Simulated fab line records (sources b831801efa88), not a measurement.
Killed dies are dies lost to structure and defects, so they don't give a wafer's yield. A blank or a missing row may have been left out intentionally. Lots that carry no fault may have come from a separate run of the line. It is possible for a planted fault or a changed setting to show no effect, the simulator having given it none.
Split-lot trial :: flow sky130 :: 23 wafers read from 5 lots, route of 708 steps

SPLIT DETAILS
At SKY_SD_P_DEVELOP_06 (develop time 60 s), the setting develop_time_s was moved away from the recipe's 60 s on 10 of the 23 wafers read, by -4.1% to +12.9%. This setting was run at the recipe's value on the other wafers.

Between the split and the reading, the file records no step.

THE READING
At SKY_SD_P_CD_MEAS_07: cd_nm in nanometres, against a target cd of 380 nm. On this fab line, fault-free wafers typically give 380.6 nm with a standard deviation of 2.4 nm.

wafer: L074.1
tool, chamber at the split: litho_track-03, 0
develop_time_s as run, s: 60
against the recipe: recipe
cd_nm, nm: 382.5
against lot-mates on the recipe: -

wafer: L074.4
tool, chamber at the split: litho_track-03, 0
develop_time_s as run, s: 60
against the recipe: recipe
cd_nm, nm: 382.2
against lot-mates on the recipe: -

wafer: L074.6
tool, chamber at the split: litho_track-03, 0
develop_time_s as run, s: 60
against the recipe: recipe
cd_nm, nm: 381.2
against lot-mates on the recipe: -

wafer: L077.1
tool, chamber at the split: litho_track-01, 0
develop_time_s as run, s: 64.57
against the recipe: +7.6%
cd_nm, nm: 391.3
against lot-mates on the recipe: +10.4

wafer: L077.2
tool, chamber at the split: litho_track-01, 0
develop_time_s as run, s: 60
against the recipe: recipe
cd_nm, nm: 382.9
against lot-mates on the recipe: -

wafer: L077.3
tool, chamber at the split: litho_track-01, 0
develop_time_s as run, s: 64.57
against the recipe: +7.6%
cd_nm, nm: 389.6
against lot-mates on the recipe: +8.7

wafer: L077.4
tool, chamber at the split: litho_track-01, 0
develop_time_s as run, s: 60
against the recipe: recipe
cd_nm, nm: 377.4
against lot-mates on the recipe: -

wafer: L077.5
tool, chamber at the split: litho_track-01, 0
develop_time_s as run, s: 60
against the recipe: recipe
cd_nm, nm: 382.5
against lot-mates on the recipe: -

wafer: L081.1
tool, chamber at the split: litho_track-03, 0
develop_time_s as run, s: 60
against the recipe: recipe
cd_nm, nm: 382.7
against lot-mates on the recipe: -

wafer: L081.2
tool, chamber at the split: litho_track-03, 0
develop_time_s as run, s: 67.72
against the recipe: +12.9%
cd_nm, nm: 393.8
against lot-mates on the recipe: +8.2

wafer: L081.4
tool, chamber at the split: litho_track-03, 0
develop_time_s as run, s: 60
against the recipe: recipe
cd_nm, nm: 388.3
against lot-mates on the recipe: -

wafer: L081.5
tool, chamber at the split: litho_track-03, 0
develop_time_s as run, s: 60
against the recipe: recipe
cd_nm, nm: 385.8
against lot-mates on the recipe: -

wafer: L081.6
tool, chamber at the split: litho_track-03, 0
develop_time_s as run, s: 67.72
against the recipe: +12.9%
cd_nm, nm: 398.6
against lot-mates on the recipe: +13.0

wafer: L082.1
tool, chamber at the split: litho_track-01, 0
develop_time_s as run, s: 57.54
against the recipe: -4.1%
cd_nm, nm: 381.5
against lot-mates on the recipe: -1.6

wafer: L082.2
tool, chamber at the split: litho_track-01, 0
develop_time_s as run, s: 60
against the recipe: recipe
cd_nm, nm: 382.9
against lot-mates on the recipe: -

wafer: L082.3
tool, chamber at the split: litho_track-01, 0
develop_time_s as run, s: 57.54
against the recipe: -4.1%
cd_nm, nm: 378.0
against lot-mates on the recipe: -5.1

wafer: L082.4
tool, chamber at the split: litho_track-01, 0
develop_time_s as run, s: 57.54
against the recipe: -4.1%
cd_nm, nm: 377.0
against lot-mates on the recipe: -6.1

wafer: L082.6
tool, chamber at the split: litho_track-01, 0
develop_time_s as run, s: 60
against the recipe: recipe
cd_nm, nm: 383.3
against lot-mates on the recipe: -

wafer: L084.1
tool, chamber at the split: litho_track-02, 0
develop_time_s as run, s: 65.55
against the recipe: +9.3%
cd_nm, nm: 387.1
against lot-mates on the recipe: +9.3

wafer: L084.3
tool, chamber at the split: litho_track-02, 0
develop_time_s as run, s: 65.55
against the recipe: +9.3%
cd_nm, nm: 387.6
against lot-mates on the recipe: +9.8

wafer: L084.4
tool, chamber at the split: litho_track-02, 0
develop_time_s as run, s: 60
against the recipe: recipe
cd_nm, nm: 374.6
against lot-mates on the recipe: -

wafer: L084.5
tool, chamber at the split: litho_track-02, 0
develop_time_s as run, s: 60
against the recipe: recipe
cd_nm, nm: 381.0
against lot-mates on the recipe: -

wafer: L084.6
tool, chamber at the split: litho_track-02, 0
develop_time_s as run, s: 65.55
against the recipe: +9.3%
cd_nm, nm: 387.4
against lot-mates on the recipe: +9.6

THE FIT
A straight line over all 23 wafers: cd_nm changes by +0.896 nm for each +1% of develop_time_s; r = +0.84; the points scatter about the line by 3.1 nm.
The same after taking each lot's own level away (the mean of its wafers on the recipe; 23 wafers): +0.971 nm for each +1%; r = +0.93; scatter 2.2 nm.
That fit puts the effect of the largest move of develop_time_s on the reading at 12 nm.
Across the lots, their own levels run from 377.80 to 385.60 nm, a range of 3.2 times the standard deviation given above.
So the lot-to-lot level changes the slope little: the two slopes agree.
Check: for one of the wafers moved furthest among these (+12.9%), held out of the fit, the line's prediction against its lot-mates is +13.8 nm. Against them it came out at +8.2 nm.

OTHER SPLITS ON THESE WAFERS
These wafers also went through other splits before the reading. Each is held against what the fit with the lots' levels taken away leaves over:
other split on the same wafers: SKY_LDD_P_COAT_02 resist_thk_nm
wafers away from the commonest value: 10
r with cd_nm (lot level and that fit taken away): -0.15

other split on the same wafers: SKY_LDD_P_DEVELOP_06 develop_time_s
wafers away from the commonest value: 8
r with cd_nm (lot level and that fit taken away): +0.04

other split on the same wafers: SKY_LDD_HVN_IMPLANT_08 dose_cm2
wafers away from the commonest value: 7
r with cd_nm (lot level and that fit taken away): +0.03

other split on the same wafers: SKY_LDD_HVP_COAT_02 spin_rpm
wafers away from the commonest value: 8
r with cd_nm (lot level and that fit taken away): -0.11

other split on the same wafers: SKY_LDD_LDN_COAT_02 resist_thk_nm
wafers away from the commonest value: 10
r with cd_nm (lot level and that fit taken away): +0.16

other split on the same wafers: SKY_LDD_LDN_IMPLANT_08 energy_kev
wafers away from the commonest value: 10
r with cd_nm (lot level and that fit taken away): -0.05

other split on the same wafers: SKY_SPACER_CVD_00 pressure_mtorr
wafers away from the commonest value: 18
r with cd_nm (lot level and that fit taken away): -0.27

other split on the same wafers: SKY_SD_P_COAT_02 spin_rpm
wafers away from the commonest value: 8
r with cd_nm (lot level and that fit taken away): +0.42

THE FILE'S OWN FIT
cd_nm changes by +0.966 nm for each +1% of develop_time_s, r = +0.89.
